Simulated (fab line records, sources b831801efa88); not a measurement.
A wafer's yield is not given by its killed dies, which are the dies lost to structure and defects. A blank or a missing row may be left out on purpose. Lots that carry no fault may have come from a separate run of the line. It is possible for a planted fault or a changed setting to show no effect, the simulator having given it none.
Which tool was responsible?    flow sky130    12 lots, 36 wafers sampled, at 2 steps of a route of 708

== WHAT THE GAUGES SHOWED, per wafer ==
SKY_VT_ADJUST_HVTP_OVL_MEAS_08.
lot   measured      on          VT_ADJUST_HVTP_OVL (nm)
L077  day 7 00:22   overlay-02  0.8 1.8 0.6
L075  day 7 01:19   overlay-01  -0.5 -1.5 1.1
L078  day 7 06:44   overlay-02  -1.0 2.6 0.4
L081  day 7 23:02   overlay-02  -0.2 0.7 0.8
L083  day 8 12:13   overlay-02  -1.3 -0.3 -1.6
L084  day 8 21:38   overlay-02  -0.4 0.3 -0.2
L087  day 9 11:43   overlay-01  -0.2 -0.2 -0.4
L089  day 9 20:32   overlay-01  0.6 -2.4 0.1
L091  day 10 14:43  overlay-01  1.2 1.3 1.1
L093  day 11 03:52  overlay-01  0.6 -1.6 -1.0
L095  day 11 14:25  overlay-02  1.7 0.3 0.7
L097  day 12 03:38  overlay-01  -0.4 0.8 -1.3

== WHAT TOOL EACH LOT RAN ON (gives the tool, then ch and the chambers of the sampled wafers, and finally the start) ==
lot   SKY_NWELL_STRIP_14
L077  plasma_asher-01 ch 0,1, day 5 10:20
L075  plasma_asher-04 ch 0,1, day 5 11:17
L078  plasma_asher-04 ch 0,1, day 5 16:20
L081  plasma_asher-01 ch 0,1, day 6 06:59
L083  plasma_asher-04 ch 0,1, day 6 20:44
L084  plasma_asher-01 ch 0,1, day 7 04:59
L087  plasma_asher-01 ch 0,1, day 7 17:56
L089  plasma_asher-02 ch 0,1, day 8 03:31
L091  plasma_asher-04 ch 0,1, day 8 18:38
L093  plasma_asher-04 ch 0,1, day 9 07:23
L095  plasma_asher-01 ch 0,1, day 9 16:29
L097  plasma_asher-02 ch 0,1, day 10 03:01
- SKY_NWELL_STRIP_14: strips in O2/N2.

== THE ANSWER, worked out from the rows above alone ==
Rule: the lots themselves supply what counts as usual. The widest of any qualifying gaps counts: lots, ordered by their means at a reading, are off when they make up no more than a third of the lots, leave a main group of 4 or more, and stand apart from it by 3 or more times the standard deviation of that group's means. If all means in a main group match to the digits the tables above print for the reading, that group is not used. A lot without any number at a reading at which 4 lots or more have one is off too. All remaining lots with rows at the step are treated as sound.
Nothing can be told from this: no lot is off at any reading shown.

== WHAT THE SIMULATOR HAD PUT IN ==
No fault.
